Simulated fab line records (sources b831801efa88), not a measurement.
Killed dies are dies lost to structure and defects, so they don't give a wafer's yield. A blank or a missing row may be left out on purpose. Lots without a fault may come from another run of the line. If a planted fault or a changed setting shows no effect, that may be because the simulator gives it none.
Problem report in the 8D (eight disciplines) form, filled by code :: flow sfq line :: the parts of the form that need people (team, actions taken, sign-off) are left out

== 1. THE PROBLEM ==
oes product au at SFQ_TRILAYER_M5_ETCH_METAL_ETCH_126 reads a mean of 0.673 a.u. on 6 wafers of 2 lots; wafers without a fault read 0.729 a.u. with a standard deviation of 0.0069. That puts it -8.1 standard deviations away from the usual mean.
The step: etches Nb in Cl2/BCl3, stops on SiO2, time 203.2 s, target depth 265 nm.
Seen first at day 59 08:25 on rie metal-03, wafer L836.1. The record holds 42 wafers of 14 lots with a number at this step. By rule, "out" or "out of limits" means more than 4 standard deviations away from the usual mean. Any other wafer with a number is counted as sound.

== 2. WHAT THIS IS AND IS NOT ==
question: which readings at this step
is: oes product au
is not: bias w, drypump motor current A

question: which lots
is: L836, L837
is not: L828, L829, L830, L833, L835, L839, L842, L845, L846, L848, L849, L850

question: which wafers of those lots
is: all that have a number
is not: -

question: read on which tools
is: rie metal-01, rie metal-03
is not: rie metal-04

question: when
is: from day 59 08:25
is not: up to then (15 sound wafers); but 21 sound wafers of L839, L842, L845, L846, L848, L849, L850 came after

== 3. SUSPECTS, AND WHAT RULES EACH OUT ==
Counting: any tool at a process step up to the reading is kept as a suspect provided that every lot that is out went through it and no sound lot did after the first of them.
- pvd sputter-05 at SFQ_TRILAYER_JJ_TRILAYER_DEP_SPUTTER_109 (material Nb, target thk 150 nm, time 100 s): ruled out as a lasting fault. Sound lots L848, L850 ran on it after its first lot that is out, L836 (day 48 21:47).
Left after counting: nothing in the record.

== 4. THE CAUSE (what the simulator had put in) ==
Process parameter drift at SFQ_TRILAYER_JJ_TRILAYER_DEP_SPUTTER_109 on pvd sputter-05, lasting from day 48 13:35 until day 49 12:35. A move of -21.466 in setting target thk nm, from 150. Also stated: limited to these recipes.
It was ruled out by counting, in error; the rule expects a fault to strike all lots run on its tool from its start on, and this fault did not.

== 5. SEQUENCE OF EFFECTS, ordered by route ==
Each row: a reading whose mean over the struck wafers that have a number lies more than 3 standard deviations from the usual. Readings are gone through only where the record gives a usual standard deviation; hours: the median, over the lots, of the time from a lot's start at the first step in this table giving one to that lot's start at this step; sigmas: the change measured in usual standard deviations.
hours: 0
step: SFQ_TRILAYER_M5_ETCH_METAL_ETCH_126
reading: oes product au
usual: 0.729 a.u.
on struck wafers: 0.673
change: -0.056
sigmas: -8.1
Process steps it contains:
- SFQ_TRILAYER_M5_ETCH_METAL_ETCH_126: etches Nb in Cl2/BCl3, stops on SiO2, time 203.2 s, target depth 265 nm.

== 6. HOW IT WOULD HAVE BEEN CAUGHT EARLIER ==
In this record the first reading out of limits was taken at day 59 08:25, 259 hours after the fault began at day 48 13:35.
No tool reading at SFQ_TRILAYER_JJ_TRILAYER_DEP_SPUTTER_109 that has a usual standard deviation in the record was out on any struck wafer, so an alarm limit of 4 standard deviations on those readings would not have fired.
